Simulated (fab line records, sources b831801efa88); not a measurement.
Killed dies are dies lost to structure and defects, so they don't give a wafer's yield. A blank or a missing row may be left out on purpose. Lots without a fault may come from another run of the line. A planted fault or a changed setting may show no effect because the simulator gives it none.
Which tool did it? | flow sky130 | 6 lots, 18 wafers sampled, at 1 step of a route of 708

WHAT THE GAUGES READ, wafer by wafer
SKY_FIELD_ISO_THK_MEAS_23.
lot  | measured    | on            | FIELD_ISO_OXIDATION_01_THK (nm)
L813 | day 2 12:19 | film_metro-01 | 10.09 10.05 9.86
L815 | day 2 23:49 | film_metro-01 | 10.01 9.97 10.01
L817 | day 3 11:14 | film_metro-01 | 9.91 10.05 9.94
L826 | day 5 09:32 | film_metro-02 | 10.17 10.33 10.09
L830 | day 6 04:50 | film_metro-02 | 9.89 9.91 9.82
L833 | day 6 20:02 | film_metro-02 | 10.07 10.17 10.18

WHICH TOOL RAN EACH LOT (tool, then ch and the chambers of the sampled wafers, then the start)
The record holds no process step before these readings.

THE ANSWER, worked out from the rows above alone
Rule: what is usual is taken from the lots themselves. Put in order of their means at a reading, lots are off if they are a third of the lots or fewer, leave a main group of 4 or more, and stand apart from it by a gap of 3 or more times the standard deviation of the main group's means; of several such gaps the widest counts. A main group whose means are all the same, to the digits that the tables above print for the reading, isn't used. A lot without any number at a reading at which 4 lots or more have one is off too. The other lots that the step has rows for count as sound.
No lot is off at any reading shown: from this, nothing can be told.

WHAT THE SIMULATOR HAD PUT IN
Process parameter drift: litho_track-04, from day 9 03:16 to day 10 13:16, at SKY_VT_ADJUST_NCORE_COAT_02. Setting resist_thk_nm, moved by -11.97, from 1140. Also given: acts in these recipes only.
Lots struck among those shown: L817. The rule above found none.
